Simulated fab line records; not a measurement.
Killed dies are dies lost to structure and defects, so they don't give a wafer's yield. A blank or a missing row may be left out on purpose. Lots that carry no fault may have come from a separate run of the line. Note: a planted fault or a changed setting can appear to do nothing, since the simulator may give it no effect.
Comparing a struck lot with a sound one | flow sfq line | 13 steps out of a route of 325
Sound: the wafers L992.2, L992.3, L992.4. Wafers struck: L999.2, L999.3, L999.4. The cause comes at the end.
At each step with rows: each side's tool, then ch and its chambers, then its first start. Under that, the readings that differ: sound wafers | struck wafers | difference of the means | sigmas: that difference in standard deviations of wafers without a fault.
alike: readings with means less than 2 such deviations apart, plus words and numbers identical on both sides. not compared: withheld readings, readings lacking a value on some wafer, bounds such as >300 that could conceal the same value, and numbers that have no deviation in the record and whose values overlap.
Wherever a step has rows on one side only, a row that says differs or no value, or a row with sigmas, the two part there. When numbers do not overlap yet have no deviation, they are printed without sigmas and do not part them. Lack of a reading on every wafer of one side parts them only where that side has two or more wafers.

first, 6 steps without rows for these wafers: SFQ_TRILAYER_M2_LITHO_COAT_062 (resist thk 62 nm); SFQ_TRILAYER_M2_LITHO_COAT_057 (resist thk 600 nm); SFQ_TRILAYER_M2_LITHO_SOFTBAKE_061; SFQ_TRILAYER_M2_LITHO_EXPOSE_058 (exposes mask M2, target cd 500 nm); SFQ_TRILAYER_M2_LITHO_PEB_060 (peb time 60 s); SFQ_TRILAYER_M2_LITHO_DEVELOP_059 (time 60 s).
SFQ_M2_OVL_MEAS_916:
  sound: overlay-01 at day 37 11:17; struck: overlay-01 at day 40 14:11
  alike: M2_OVL
SFQ_TRILAYER_M2_BARC_OPEN_METAL_ETCH_077: etches BARC in O2, target depth 125 nm, time 41.7 s.
  sound on rie metal-03 ch 0,1, day 37 11:19; struck on rie metal-04 ch 0,1, day 40 14:13
  alike: drypump motor current A, oes product au
  not compared: rf hours counter h
SFQ_TRILAYER_M2_ETCH_METAL_ETCH_060: etches Nb in Cl2/Ar, stops on SiO2, target depth 240 nm, time 120 s.
  sound on rie metal-03 ch 0,1, day 37 11:22; struck on rie metal-04 ch 0,1, day 40 14:18
  alike: drypump motor current A, oes product au
  not compared: rf hours counter h
SFQ_TRILAYER_M2_STRIP_STRIP_061: strips in O2.
  sound on rie metal-03 ch 0,1, day 37 11:29; struck on rie metal-04 ch 0,1, day 40 14:28
  alike: drypump motor current A, oes product au
  not compared: rf hours counter h
then, 1 step without rows for these wafers: SFQ_TRILAYER_M2_STRIP_SOLV_CLEAN_062 (cleans in NMP, time 600 s).
SFQ_TRILAYER_I2_DEP_PECVD_063: deposits SiO2 from SiH4/N2O, time 111.11 s, target thk 500 nm.
  sound on pecvd-02 ch 0,1,2, day 37 12:16; struck on pecvd-03 ch 0,1,2, day 40 15:28
  reading                                             | sound             | struck            | difference | sigmas
  rf fwd power W (W)                                  | 181.4 182.3 181.6 | 212.1 212.2 211.7 | +30.2      | +56
  model.SiO2_of_TRILAYER_I2_DEP_PECVD_063.thk nm (nm) | 493.8 490.8 510.4 | 512.2 516.1 526   | +19.8      |
  alike: heater power w, throttle valve pct
SFQ_TRILAYER_I2_CMP_CMP_064: polishes SiO2.
  sound on cmp-01 ch 0,2,3, day 37 22:35; struck on cmp-02 ch 0,2,3, day 40 15:32
  reading                | sound       | struck      | difference | sigmas
  time to endpoint s (s) | 207 209 224 | 224 229 232 | +15        | +2
  alike: motor current A

WHERE THEY PART
Last at SFQ_TRILAYER_I2_CMP_CMP_064 as far as this record goes, first at SFQ_TRILAYER_I2_DEP_PECVD_063.

WHY: what had been put in by the simulator
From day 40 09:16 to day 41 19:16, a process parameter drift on pecvd-03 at SFQ_TRILAYER_I2_DEP_PECVD_063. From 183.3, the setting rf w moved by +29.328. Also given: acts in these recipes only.
